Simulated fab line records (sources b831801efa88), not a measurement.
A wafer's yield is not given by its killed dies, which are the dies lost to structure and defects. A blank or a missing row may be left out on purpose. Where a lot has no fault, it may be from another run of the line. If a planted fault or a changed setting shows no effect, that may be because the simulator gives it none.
fab line records ; flow sky130
record lots=5; wafers=15; last_day=49
route steps=708 shown METAL2@501 VIA2@507
lots with no fault: from the same line, run without faults
start_h: start of the lot's first displayed wafer, in hours after the record's first day ; wait_h: hours from the lot's prior step to this one ; " the same as in the row above ; L1.1+2: one row covering several wafers at once ; - value missing, or start not given ; * or withheld: withheld ; < > ~ a bound
route shown NAME@n: names a module that has steps shown in the file, with the first one's number in the route ; usual: average and standard deviation across the fault-free wafers ; same: alike in all rows ; chamber/n: place in a boat ; sites: readings site by site ; _std_site: standard deviation across them ; _edge_site: outer sites' mean less inner sites' ; radius_mm: for every site, how far away it sits from the centre of the wafer ; mask NAME#n: copy n ; behind: tool/chamber where the wafer was last shaped ; hold: reason for holding the lot/hours on hold/outcome of the hold ; device: whichever transistor did not switch (one of n, p or np) ; end of line: the same wafers' tests at the end of the route ; for a step that has no rows: nothing shown but its recipe ; killed: dies lost to structure and defects at the first sort, not the wafer's yield ; map: the dies of a wafer, with x for killed, . for not killed, _ for no die there
set.NAME: the setting that was run; set.NAME@STEP: the one run at that earlier step ; model.NAME: the simulator's own value behind a step, which no gauge read
lots seen at some steps along the route; tables by step, rows by wafer
services: from which hour (start_h, from the record's first day; less than 0 if before it) a tool's chamber was out of use, for how many hours, and why
## steps
# step SKY_METAL2_ETCH_18
# recipe chemistry=N2/H2; target=BARC; ion_energy_ev=200; bias_w=100; pressure_mtorr=30; n2_flow_sccm=100; h2_flow_sccm=200; icp_w=500; stop_on=SiO2; time_s=45.9; target_depth_a=600
# usual drypump_motor_current_A=5.59/0.16; he_backside_leak_sccm=3.30/0.25; oes_product_au=0.855/0.0045; throttle_valve_pct=13.224/0.0088
lot.wafer;tool;chamber;start_h;wait_h;drypump_motor_current_A;he_backside_leak_sccm;oes_product_au;rf_hours_counter_h;throttle_valve_pct
L079.1;rie_metal-02;0;857.13;0.1;5.29;3.26;0.850;8;13.228
L079.3;rie_metal-02;0;857.13;0.1;5.31;3.35;0.851;-;13.227
L079.4;rie_metal-02;0;857.13;0.1;5.30;3.50;0.850;-;13.223
L082.2;rie_metal-01;0;877.40;0.0;5.65;3.26;0.850;11;13.217
L082.5;rie_metal-01;1;877.40;0.0;5.69;3.43;0.858;-;13.223
L082.6;rie_metal-01;0;877.40;0.0;5.65;3.35;0.862;-;13.220
L088.1;rie_metal-02;0;932.00;0.0;5.28;3.46;0.853;12;13.221
L088.3;rie_metal-02;1;932.00;0.0;5.82;3.06;0.852;-;13.226
L088.5;rie_metal-02;1;932.00;0.0;5.83;3.21;0.855;-;13.224
L091.1;rie_metal-03;1;948.92;0.0;5.61;3.13;0.856;3;13.214
L091.3;rie_metal-03;0;948.92;0.0;5.66;3.32;0.855;-;13.223
L091.6;rie_metal-03;1;948.92;0.0;5.60;3.20;0.855;-;13.243
L092.3;rie_metal-02;0;956.09;0.0;5.30;3.13;0.857;-;13.235
L092.4;rie_metal-02;1;956.09;0.0;5.82;3.06;0.851;-;13.217
L092.5;rie_metal-02;0;956.09;0.0;5.29;3.45;0.860;-;13.236
# step SKY_METAL2_METAL_ETCH_19
# recipe target_depth_a=3600; stop_on=SiO2; over_etch_frac=0.3; time_s=78; chemistry=Cl2/BCl3; resist_sidewall_deg=88; pressure_mtorr=10; icp_w=900; bias_w=48.5; Cl2_flow_sccm=60; bcl3_flow_sccm=30
# usual drypump_motor_current_A=5.58/0.16; he_backside_leak_sccm=3.30/0.21; oes_product_au=0.855/0.0061; throttle_valve_pct=22.263/0.0085
lot.wafer;tool;chamber;start_h;wait_h;drypump_motor_current_A;he_backside_leak_sccm;oes_product_au;rf_hours_counter_h;throttle_valve_pct
L079.1;rie_metal-02;0;857.26;0.1;5.28;3.37;0.856;8;22.250
L079.3;rie_metal-02;0;857.26;0.1;5.27;3.32;0.860;-;22.260
L079.4;rie_metal-02;0;857.26;0.1;5.29;3.10;0.857;-;22.262
L082.2;rie_metal-01;0;877.46;0.0;5.64;3.09;0.855;11;22.268
L082.5;rie_metal-01;1;877.46;0.0;5.69;3.42;0.850;-;22.266
L082.6;rie_metal-01;0;877.46;0.0;5.64;3.11;0.850;-;22.271
L088.1;rie_metal-02;0;932.06;0.0;5.28;3.42;0.857;12;22.253
L088.3;rie_metal-02;1;932.06;0.0;5.81;3.15;0.858;-;22.274
L088.5;rie_metal-02;1;932.06;0.0;5.80;3.16;0.856;-;22.247
L091.1;rie_metal-03;1;948.99;0.0;5.59;3.17;0.854;3;22.267
L091.3;rie_metal-03;0;948.99;0.0;5.60;3.70;0.852;-;22.259
L091.6;rie_metal-03;1;948.99;0.0;5.59;3.14;0.852;-;22.273
L092.3;rie_metal-02;0;956.17;0.1;5.28;3.41;0.853;-;22.262
L092.4;rie_metal-02;1;956.17;0.1;5.83;3.26;0.867;-;22.271
L092.5;rie_metal-02;0;956.17;0.1;5.27;3.27;0.844;-;22.273
# step SKY_METAL2_STRIP_20
# recipe chemistry=O2/N2; power_w=1400; pressure_mtorr=1500; platen_temp_c=withheld; o2_flow_sccm=3000; n2_flow_sccm=300; overash_fraction=0.5
# usual drypump_motor_current_A=5.8/0.31; oes_product_au=0.342/0.005; strip_time_to_endpoint_s=2.68/0.031
lot.wafer;tool;chamber;start_h;wait_h;drypump_motor_current_A;oes_product_au;rf_hours_counter_h;strip_time_to_endpoint_s
L079.1;plasma_asher-02;0;857.44;0.1;5.7;0.351;103;2.73
L079.3;plasma_asher-02;0;857.44;0.1;5.7;0.341;-;2.70
L079.4;plasma_asher-02;1;857.44;0.1;5.8;0.338;-;2.69
L082.2;plasma_asher-02;1;877.55;0.1;5.8;0.345;105;2.68
L082.5;plasma_asher-02;1;877.55;0.1;5.8;0.343;-;2.66
L082.6;plasma_asher-02;0;877.55;0.1;5.7;0.340;-;2.65
L088.1;plasma_asher-02;0;932.15;0.1;5.7;0.343;110;2.72
L088.3;plasma_asher-02;0;932.15;0.1;5.7;0.346;-;2.67
L088.5;plasma_asher-02;1;932.15;0.1;5.8;0.347;-;2.65
L091.1;plasma_asher-04;0;949.08;0.1;5.9;0.344;53;2.68
L091.3;plasma_asher-04;1;949.08;0.1;6.2;0.337;-;2.68
L091.6;plasma_asher-04;1;949.08;0.1;6.2;0.357;-;2.66
L092.3;plasma_asher-02;1;956.26;0.1;5.8;0.345;-;2.68
L092.4;plasma_asher-02;0;956.26;0.1;5.7;0.342;-;2.65
L092.5;plasma_asher-02;1;956.26;0.1;5.8;0.341;-;2.70
# step SKY_METAL2_STRIP_21
# recipe chemistry=post_etch_residue_remover; time_s=1200; temp_c=72.5
lot.wafer;tool;chamber;start_h;wait_h
L079.1+3+4;wet_bench-01;1;857.54;0.1
L082.2+5+6;wet_bench-01;3;877.65;0.1
L088.1+3+5;wet_bench-04;0;932.25;0.1
L091.1+3+6;wet_bench-01;1;949.18;0.1
L092.3+4+5;wet_bench-01;1;956.33;0.0
# step SKY_METAL2_CLEAN_22
# recipe chemistry=IPA; time_s=180; temp_c=25
lot.wafer;tool;chamber;start_h;wait_h
L079.1+3+4;wet_bench-04;2;857.91;0.0
L082.2+5+6;wet_bench-04;2;877.99;0.0
L088.1+3+5;wet_bench-02;1;932.59;0.0
L091.1+3+6;wet_bench-04;2;949.52;0.0
L092.3+4+5;wet_bench-04;3;956.67;0.0
# step SKY_METAL2_CLEAN_23
# recipe chemistry=O3/DIW; dry=n2_spin
lot.wafer;tool;chamber;start_h;wait_h
L079.1+3+4;wet_bench-04;2;857.98;0.0
L082.2+5+6;wet_bench-01;2;878.05;0.0
L088.1+3+5;wet_bench-01;2;932.65;0.0
L091.1+3+6;wet_bench-01;3;949.65;0.0
L092.3+4+5;wet_bench-02;3;956.73;0.0
# step SKY_VIA2_HDPCVD_00
# recipe material=SiO2; target_thk_nm=1180; sigma_open_frac=0.3; time_s=196.7; temp_c=400; sih4_flow_sccm=60; pressure_mtorr=6
lot.wafer;tool;chamber;start_h;wait_h
L079.1+3+4;hdpcvd-01;1,0,2;858.08;0.0
L082.2+5+6;hdpcvd-01;0,0,2;878.14;0.0
L088.1+3+5;hdpcvd-01;2,0,1;932.74;0.0
L091.1+3+6;hdpcvd-01;2,0,0;949.75;0.0
L092.3+4+5;hdpcvd-02;0,1,0;956.83;0.0
# step SKY_VIA2_THK_MEAS_01
# recipe reads=SiO2_of_VIA2_HDPCVD_00
# usual VIA2_HDPCVD_THK=1174/12
lot.wafer;tool;chamber;start_h;wait_h;VIA2_HDPCVD_THK[nm]
L079.1;film_metro-03;-;858.20;0.1;1180
L079.3;film_metro-03;-;858.20;0.1;1170
L079.4;film_metro-03;-;858.20;0.1;1176
L082.2;film_metro-03;-;878.28;0.1;1182
L082.5;film_metro-03;-;878.28;0.1;1184
L082.6;film_metro-03;-;878.28;0.1;1178
L088.1;film_metro-03;-;932.87;0.1;1148
L088.3;film_metro-03;-;932.87;0.1;1167
L088.5;film_metro-03;-;932.87;0.1;1165
L091.1;film_metro-01;-;949.87;0.1;1153
L091.3;film_metro-01;-;949.87;0.1;1164
L091.6;film_metro-01;-;949.87;0.1;1160
L092.3;film_metro-01;-;956.97;0.1;1188
L092.4;film_metro-01;-;956.97;0.1;1186
L092.5;film_metro-01;-;956.97;0.1;1188
# step SKY_VIA2_CMP_02
# recipe material=SiO2; down_force_psi=4; platen_rpm=60; pad_velocity_m_s=0.94248
# usual motor_current_A=12.1/0.82
lot.wafer;tool;chamber;start_h;wait_h;motor_current_A
L079.4;cmp-01;3;858.26;0.0;12.5
L079.3;cmp-01;0;858.26;0.0;12.1
L079.1;cmp-01;1;858.26;0.0;12.0
L082.2;cmp-01;0;878.48;0.2;11.8
L082.6;cmp-01;1;878.48;0.2;11.7
L082.5;cmp-01;2;878.48;0.2;12.3
L088.3;cmp-01;1;932.98;0.1;12.5
L088.1;cmp-01;3;932.98;0.1;11.9
L088.5;cmp-01;0;932.98;0.1;11.9
L091.1;cmp-01;3;949.98;0.1;12.2
L091.3;cmp-01;1;949.98;0.1;12.1
L091.6;cmp-01;2;949.98;0.1;12.3
L092.4;cmp-02;2;957.01;0.0;10.9
L092.3;cmp-02;1;957.01;0.0;14.0
L092.5;cmp-02;2;957.01;0.0;11.8
# step SKY_VIA2_BOW_MEAS_03
# recipe mode=bow
# usual VIA2_BOW=85/7.2
lot.wafer;tool;chamber;start_h;wait_h;VIA2_BOW[um]
L079.1;film_metro-03;-;858.56;0.1;80
L079.3;film_metro-03;-;858.56;0.1;87
L079.4;film_metro-03;-;858.56;0.1;89
L082.2;film_metro-04;-;878.65;0.1;87
L082.5;film_metro-04;-;878.65;0.1;80
L082.6;film_metro-04;-;878.65;0.1;100
L088.1;film_metro-04;-;933.23;0.1;101
L088.3;film_metro-04;-;933.23;0.1;74
L088.5;film_metro-04;-;933.23;0.1;85
L091.1;film_metro-03;-;950.23;0.2;89
L091.3;film_metro-03;-;950.23;0.2;75
L091.6;film_metro-03;-;950.23;0.2;90
L092.3;film_metro-01;-;957.35;0.1;101
L092.4;film_metro-01;-;957.35;0.1;84
L092.5;film_metro-01;-;957.35;0.1;87
# step SKY_VIA2_DEHYDRATE_04
# recipe temp_c=200; time_s=60
# usual heater_power_total_W=160.38/0.13
lot.wafer;tool;chamber;start_h;wait_h;heater_power_total_W
L079.1;litho_track-02;0;871.31;12.7;160.54
L079.3;litho_track-02;0;871.31;12.7;160.33
L079.4;litho_track-02;0;871.31;12.7;160.29
L082.2;litho_track-04;0;891.26;12.6;160.19
L082.5;litho_track-04;0;891.26;12.6;160.55
L082.6;litho_track-04;0;891.26;12.6;160.35
L088.1;litho_track-04;0;944.44;11.2;160.46
L088.3;litho_track-04;0;944.44;11.2;160.32
L088.5;litho_track-04;0;944.44;11.2;160.25
L091.1;litho_track-02;0;962.06;11.8;160.11
L091.3;litho_track-02;0;962.06;11.8;160.43
L091.6;litho_track-02;0;962.06;11.8;160.27
L092.3;litho_track-02;0;968.36;11.0;160.29
L092.4;litho_track-02;0;968.36;11.0;160.49
L092.5;litho_track-02;0;968.36;11.0;160.53
# step SKY_VIA2_HMDS_05
# recipe prime_time_s=60; prime_temp_c=120
lot.wafer;tool;chamber;start_h;wait_h
L079.1+3+4;litho_track-02;0;871.46;0.1
L082.2+5+6;litho_track-04;0;891.41;0.1
L088.1+3+5;litho_track-04;0;944.59;0.1
L091.1+3+6;litho_track-02;0;962.21;0.1
L092.3+4+5;litho_track-02;0;968.51;0.1
# step SKY_VIA2_COAT_06
# recipe resist=BARC; temp_c=withheld; time_s=withheld; spin_rpm=3000; resist_thk_nm=60
lot.wafer;tool;chamber;start_h;wait_h
L079.1+3+4;litho_track-02;0;871.61;0.1
L082.2+5+6;litho_track-04;0;891.56;0.1
L088.1+3+5;litho_track-04;0;944.74;0.1
L091.1+3+6;litho_track-02;0;962.36;0.1
L092.3+4+5;litho_track-02;0;968.66;0.1
# step SKY_VIA2_COAT_07
# recipe resist=KrF-thick; spin_rpm=3000; resist_thk_nm=450
lot.wafer;tool;chamber;start_h;wait_h
L079.1+3+4;litho_track-02;0;-;-
L082.2+5+6;litho_track-04;0;-;-
L088.1+3+5;litho_track-04;0;-;-
L091.1+3+6;litho_track-02;0;-;-
L092.3+4+5;litho_track-02;0;-;-
# step SKY_VIA2_SOFTBAKE_08
# recipe temp_c=100; time_s=90; resist=KrF-thick
# usual heater_power_total_W=57.35/0.12
lot.wafer;tool;chamber;start_h;wait_h;heater_power_total_W
L079.1;litho_track-02;0;-;-;57.37
L079.3;litho_track-02;0;-;-;57.22
L079.4;litho_track-02;0;-;-;57.21
L082.2;litho_track-04;0;-;-;57.19
L082.5;litho_track-04;0;-;-;57.41
L082.6;litho_track-04;0;-;-;57.35
L088.1;litho_track-04;0;-;-;57.43
L088.3;litho_track-04;0;-;-;57.32
L088.5;litho_track-04;0;-;-;57.30
L091.1;litho_track-02;0;-;-;57.36
L091.3;litho_track-02;0;-;-;57.32
L091.6;litho_track-02;0;-;-;57.31
L092.3;litho_track-02;0;-;-;57.28
L092.4;litho_track-02;0;-;-;57.25
L092.5;litho_track-02;0;-;-;57.39
# step SKY_VIA2_EXPOSE_09
# recipe mask_id=VIM2; na=0.8; source_shape=annular; sigma_inner=0.55; sigma_outer=0.85; target_cd_nm=200; dose_mj=38
lot.wafer;tool;chamber;start_h;wait_h;mask
L079.1+3+4;krf_scanner-01;0;-;-;VIM2#0
L082.2+5+6;krf_scanner-01;0;-;-;VIM2#0
L088.1+3+5;krf_scanner-02;0;-;-;VIM2#0
L091.1+3+6;krf_scanner-02;0;-;-;VIM2#0
L092.3+4+5;krf_scanner-02;0;-;-;VIM2#0
# step SKY_VIA2_PEB_10
# recipe peb_temp_c=withheld; peb_time_s=withheld; resist=KrF-thick
lot.wafer;tool;chamber;start_h;wait_h
L079.1+3+4;litho_track-04;0;-;-
L082.2+5+6;litho_track-02;0;-;-
L088.1+3+5;litho_track-02;0;-;-
L091.1+3+6;litho_track-02;0;-;-
L092.3+4+5;litho_track-02;0;-;-
# step SKY_VIA2_DEVELOP_11
# recipe develop_time_s=60; resist=KrF-thick; dev_temp_c=21
# same develop_time_s=60
lot.wafer;tool;chamber;start_h;wait_h
L079.1+3+4;litho_track-04;0;-;-
L082.2+5+6;litho_track-02;0;-;-
L088.1+3+5;litho_track-02;0;-;-
L091.1+3+6;litho_track-02;0;-;-
L092.3+4+5;litho_track-02;0;-;-
# step SKY_VIA2_CD_MEAS_12
# recipe target_cd_nm=200
# usual cd_nm=200.3/1.5
lot.wafer;tool;chamber;start_h;wait_h;cd_nm
L079.1;cd_sem-01;-;884.88;-;199.5
L079.3;cd_sem-01;-;884.88;-;201.3
L079.4;cd_sem-01;-;884.88;-;200.2
L082.2;cd_sem-01;-;905.53;-;200.6
L082.5;cd_sem-01;-;905.53;-;198.4
L082.6;cd_sem-01;-;905.53;-;201.8
L088.1;cd_sem-02;-;957.26;-;198.0
L088.3;cd_sem-02;-;957.26;-;198.7
L088.5;cd_sem-02;-;957.26;-;198.5
L091.1;cd_sem-01;-;974.26;-;201.0
L091.3;cd_sem-01;-;974.26;-;200.1
L091.6;cd_sem-01;-;974.26;-;201.1
L092.3;cd_sem-02;-;980.95;-;198.9
L092.4;cd_sem-02;-;980.95;-;198.1
L092.5;cd_sem-02;-;980.95;-;198.8
# step SKY_VIA2_OVL_MEAS_13
# usual VIA2_OVL=0/7
lot.wafer;tool;chamber;start_h;wait_h;VIA2_OVL[nm]
L079.1;overlay-02;-;885.00;0.1;13
L079.3;overlay-02;-;885.00;0.1;9
L079.4;overlay-02;-;885.00;0.1;9
L082.2;overlay-02;-;905.64;0.1;12
L082.5;overlay-02;-;905.64;0.1;9
L082.6;overlay-02;-;905.64;0.1;8
L088.1;overlay-02;-;957.38;0.1;8
L088.3;overlay-02;-;957.38;0.1;15
L088.5;overlay-02;-;957.38;0.1;13
L091.1;overlay-02;-;974.38;0.1;-4
L091.3;overlay-02;-;974.38;0.1;-4
L091.6;overlay-02;-;974.38;0.1;-6
L092.3;overlay-02;-;981.05;0.1;-8
L092.4;overlay-02;-;981.05;0.1;-5
L092.5;overlay-02;-;981.05;0.1;-4
# step SKY_VIA2_ETCH_14
# recipe chemistry=N2/H2; target=BARC; ion_energy_ev=200; source_w=500; bias_w=100; pressure_mtorr=30; n2_flow_sccm=100; h2_flow_sccm=200; stop_on=SiO2; time_s=45.9; target_depth_a=600
# usual drypump_motor_current_A=5.8/0.46; oes_product_au=0.855/0.0049; throttle_valve_pct=13.225/0.0081
lot.wafer;tool;chamber;start_h;wait_h;drypump_motor_current_A;oes_product_au;rf_hours_counter_h;throttle_valve_pct
L079.1;rie_diel-02;0;885.04;0.0;6.0;0.853;14;13.221
L079.3;rie_diel-02;3;885.04;0.0;5.9;0.859;10;13.226
L079.4;rie_diel-02;2;885.04;0.0;5.2;0.856;9;13.222
L082.2;rie_diel-04;1;905.67;0.0;6.3;0.854;4;13.221
L082.5;rie_diel-04;2;905.67;0.0;6.3;0.847;-;13.228
L082.6;rie_diel-04;3;905.67;0.0;5.7;0.862;-;13.220
L088.1;rie_diel-01;0;957.42;0.0;4.9;0.851;6;13.228
L088.3;rie_diel-01;2;957.42;0.0;5.5;0.847;20;13.233
L088.5;rie_diel-01;3;957.42;0.0;6.5;0.857;-;13.236
L091.1;rie_diel-01;1;974.42;0.0;5.9;0.856;11;13.228
L091.3;rie_diel-01;3;974.42;0.0;6.5;0.852;19;13.226
L091.6;rie_diel-01;3;974.42;0.0;6.6;0.858;-;13.218
L092.3;rie_diel-04;1;981.07;0.0;6.3;0.852;6;13.221
L092.4;rie_diel-04;0;981.07;0.0;5.9;0.852;4;13.207
L092.5;rie_diel-04;3;981.07;0.0;5.6;0.849;-;13.227
# step SKY_VIA2_ETCH_15
# recipe target=SiO2; chemistry=C4F8/O2/Ar; target_depth_nm=546; stop_on=TiN; mask_material=KrF-thick; source_w=1500; bias_w=1200; pressure_mtorr=40; c4f8_flow_sccm=withheld; O2_flow_sccm=6; Ar_flow_sccm=300; time_s=84
# usual oes_product_au=0.940/0.0047
lot.wafer;tool;chamber;start_h;wait_h;oes_product_au;rf_hours_counter_h
L079.1;rie_diel-02;0;885.08;0.0;0.936;14
L079.3;rie_diel-02;3;885.08;0.0;0.949;10
L079.4;rie_diel-02;2;885.08;0.0;0.934;9
L082.2;rie_diel-04;1;905.71;0.0;0.937;4
L082.5;rie_diel-04;2;905.71;0.0;0.943;-
L082.6;rie_diel-04;3;905.71;0.0;0.947;-
L088.1;rie_diel-01;0;957.46;0.0;0.935;6
L088.3;rie_diel-01;2;957.46;0.0;0.940;20
L088.5;rie_diel-01;3;957.46;0.0;0.929;-
L091.1;rie_diel-01;1;974.46;0.0;0.937;11
L091.3;rie_diel-01;3;974.46;0.0;0.945;19
L091.6;rie_diel-01;3;974.46;0.0;0.939;-
L092.3;rie_diel-04;1;981.11;0.0;0.936;6
L092.4;rie_diel-04;0;981.11;0.0;0.937;4
L092.5;rie_diel-04;3;981.11;0.0;0.942;-
# step SKY_VIA2_STRIP_16
# recipe chemistry=O2/N2; power_w=1400; pressure_mtorr=1500; platen_temp_c=withheld; o2_flow_sccm=3000; n2_flow_sccm=300; overash_fraction=0.5
# usual drypump_motor_current_A=5.4/0.36; oes_product_au=0.399/0.0047; strip_time_to_endpoint_s=4.046/0.024
lot.wafer;tool;chamber;start_h;wait_h;drypump_motor_current_A;oes_product_au;rf_hours_counter_h;strip_time_to_endpoint_s
L079.1;plasma_asher-03;0;885.15;0.0;5.3;0.398;72;4.027
L079.3;plasma_asher-03;1;885.15;0.0;4.9;0.400;-;4.088
L079.4;plasma_asher-03;0;885.15;0.0;5.3;0.405;-;4.072
L082.2;plasma_asher-02;1;905.78;0.0;5.8;0.408;107;4.064
L082.5;plasma_asher-02;0;905.78;0.0;5.7;0.399;-;4.054
L082.6;plasma_asher-02;1;905.78;0.0;5.8;0.390;-;4.041
L088.1;plasma_asher-02;0;957.53;0.0;5.7;0.398;112;4.045
L088.3;plasma_asher-02;0;957.53;0.0;5.7;0.408;-;4.058
L088.5;plasma_asher-02;1;957.53;0.0;5.8;0.403;-;4.058
L091.1;plasma_asher-03;1;974.53;0.0;4.9;0.401;81;4.019
L091.3;plasma_asher-03;0;974.53;0.0;5.3;0.398;-;4.025
L091.6;plasma_asher-03;0;974.53;0.0;5.3;0.392;-;4.048
L092.3;plasma_asher-03;0;981.21;0.1;5.2;0.406;-;4.010
L092.4;plasma_asher-03;1;981.21;0.1;4.8;0.394;-;4.042
L092.5;plasma_asher-03;1;981.21;0.1;4.9;0.396;-;4.073
# step SKY_VIA2_STRIP_17
# recipe chemistry=post_etch_residue_remover; time_s=1200; temp_c=72.5
lot.wafer;tool;chamber;start_h;wait_h
L079.1+3+4;wet_bench-03;0;885.25;0.1
L082.2+5+6;wet_bench-02;0;905.88;0.1
L088.1+3+5;wet_bench-04;1;957.63;0.1
L091.1+3+6;wet_bench-03;1;974.63;0.1
L092.3+4+5;wet_bench-03;2;981.28;0.0
# step SKY_VIA2_CLEAN_18
# recipe chemistry=IPA; time_s=180; temp_c=25
lot.wafer;tool;chamber;start_h;wait_h
L079.1+3+4;wet_bench-02;2;885.59;0.0
L082.2+5+6;wet_bench-04;3;906.22;0.0
L088.1+3+5;wet_bench-03;3;957.97;0.0
L091.1+3+6;wet_bench-02;2;974.97;0.0
L092.3+4+5;wet_bench-02;2;981.62;0.0
# step SKY_VIA2_CLEAN_19
# recipe chemistry=O3/DIW; dry=n2_spin
lot.wafer;tool;chamber;start_h;wait_h
L079.1+3+4;wet_bench-03;0;885.65;0.0
L082.2+5+6;wet_bench-02;1;906.29;0.0
L088.1+3+5;wet_bench-04;3;958.03;0.0
L091.1+3+6;wet_bench-04;2;975.04;0.0
L092.3+4+5;wet_bench-03;2;981.68;0.0
## services
tool;chamber;start_h;hours;kind
krf_scanner-01;-;838.01;3.6;pm
krf_scanner-01;-;841.57;1.3;pm
rie_diel-02;-;849.63;0.9;repair
krf_scanner-01;-;852.30;7.2;pm
krf_scanner-02;-;864.04;1.3;pm
plasma_asher-02;-;864.36;2.8;pm
hdpcvd-01;2;870.17;2.7;repair
rie_diel-01;0;876.25;1.9;repair
rie_diel-04;0;882.07;48.4;repair
cmp-01;-;900.88;0.4;repair
rie_diel-01;0;901.89;1.3;repair
wet_bench-03;-;904.21;8.2;repair
cmp-01;-;912.00;4.0;pm
rie_diel-01;1;917.03;2.5;repair
krf_scanner-02;-;918.88;0.8;pm
cmp-01;-;936.08;2.0;repair
rie_diel-04;-;949.04;1.0;repair
hdpcvd-01;-;950.25;15.0;pm
krf_scanner-02;-;956.90;0.8;pm
wet_bench-04;-;962.64;5.5;repair
rie_diel-04;1;969.12;3.3;repair
krf_scanner-02;-;973.32;1.0;pm
cmp-01;-;974.10;1.0;repair
rie_diel-01;2;979.89;3.0;repair
## key
fault none
